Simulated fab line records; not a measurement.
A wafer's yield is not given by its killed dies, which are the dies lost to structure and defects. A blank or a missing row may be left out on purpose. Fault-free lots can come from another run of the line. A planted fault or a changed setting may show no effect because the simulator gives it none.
Struck lot and sound lot, side by side :: flow sky130 :: 15 out of 708 route steps
Sound: wafers L800.4, L800.5, L800.6. Wafers struck: L810.2, L810.5, L810.6. At the end, the cause is stated.
For every step that has rows: the tool of each side, followed by ch and its chambers, followed by its first start. Under that, the readings that differ: sound wafers :: struck wafers :: difference of the means :: sigmas: that difference in standard deviations of wafers without a fault.
alike: a reading whose means differ by less than 2 such deviations, as well as words and numbers matching on both sides. not compared: withheld readings; readings where some wafer has no value; bounds like >300 that might hide an equal value; numbers whose values overlap and for which the record gives no deviation.
Wherever a step has rows on one side only, a row that says differs or no value, or a row with sigmas, the two part there. Numbers that have no deviation but don't overlap get no sigmas and don't part them. A reading that every wafer of one side lacks parts them only if that side has two wafers or more.

first, 2 steps without rows for these wafers: SKY_CAPM_PEB_10; SKY_CAPM_DEVELOP_11 (develop time 60 s).
SKY_CAPM_OVL_MEAS_12:
  sound on overlay-01 at day 38 16:34; struck on overlay-02 at day 40 17:37
  alike: CAPM_OVL
SKY_CAPM_METAL_ETCH_13: etches TiN in Cl2/BCl3, stops on SiO2, target depth 220 nm, time 62.9 s.
  sound on rie_metal-04 ch 0,1, day 38 16:37; struck on rie_metal-02 ch 1, day 40 17:40
  alike: drypump_motor_current_A, oes_product_au, throttle_valve_pct
  not compared: rf_hours_counter_h
SKY_CAPM_STRIP_14: strips in O2/N2.
  sound on plasma_asher-03 ch 0,1, day 38 16:42; struck on plasma_asher-04 ch 0,1, day 40 17:47
  alike: drypump_motor_current_A, oes_product_au, strip_time_to_endpoint_s
  not compared: rf_hours_counter_h
then, 7 steps without rows for these wafers: SKY_CAPM_STRIP_15 (strips in post etch residue remover, time 1200 s); SKY_CAPM_CLEAN_16 (cleans in IPA, time 180 s); SKY_CAPM_CLEAN_17 (cleans in O3/DIW); SKY_METAL3_DEHYDRATE_05 (time 60 s); SKY_METAL3_HMDS_06 (prime time 60 s); SKY_METAL3_COAT_07 (resist thk 60 nm); SKY_METAL3_COAT_08 (resist thk 1140 nm).
SKY_METAL3_SOFTBAKE_09: time 90 s.
  sound on litho_track-02 ch 0, day 39 05:00; struck on litho_track-03 ch 0, day 41 06:00
reading: heater_power_total_W (W)
sound: 57.25 57.49 57.23
struck: 59.94 59.94 59.76
difference: +2.56
sigmas: +23

reading: plate_temp_C (C)
sound: 100.11 99.94 100.10
struck: 103.06 103.12 103.05
difference: +3.03
sigmas: +20
then, 1 step without rows for these wafers: SKY_METAL3_EXPOSE_10 (exposes mask MM3, target cd 300 nm).
-- the record jumps here: 7 days lie between the struck wafers' starts before and after (it left off in module METAL3 and takes up again in module PAD_OPEN, whose first step shown is number 708 of the route) --
SKY_PAD_OPEN_PROBE_99:
  sound on prober-02 at day 46 15:43; struck on prober-01 at day 48 12:10
  alike: defect_limited_yield, killed_at_M0_to_M3, killed_at_M4_up, killed_at_contacts, killed_at_front_end, killed_at_other, killed_dies, killed_open, killed_short, sort_bin_3_pad_short, sort_bin_5_function, sort_bin_6_memory, sort_n_pass, sort_yield_pct

== WHERE THEY PART ==
At SKY_METAL3_SOFTBAKE_09 and nowhere else, as far as this record goes. Later steps at which nothing parts them and some readings are alike: SKY_PAD_OPEN_PROBE_99.

WHY: what had been put in by the simulator
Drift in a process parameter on litho_track-03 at SKY_METAL3_SOFTBAKE_09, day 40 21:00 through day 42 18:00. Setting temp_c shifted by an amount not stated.
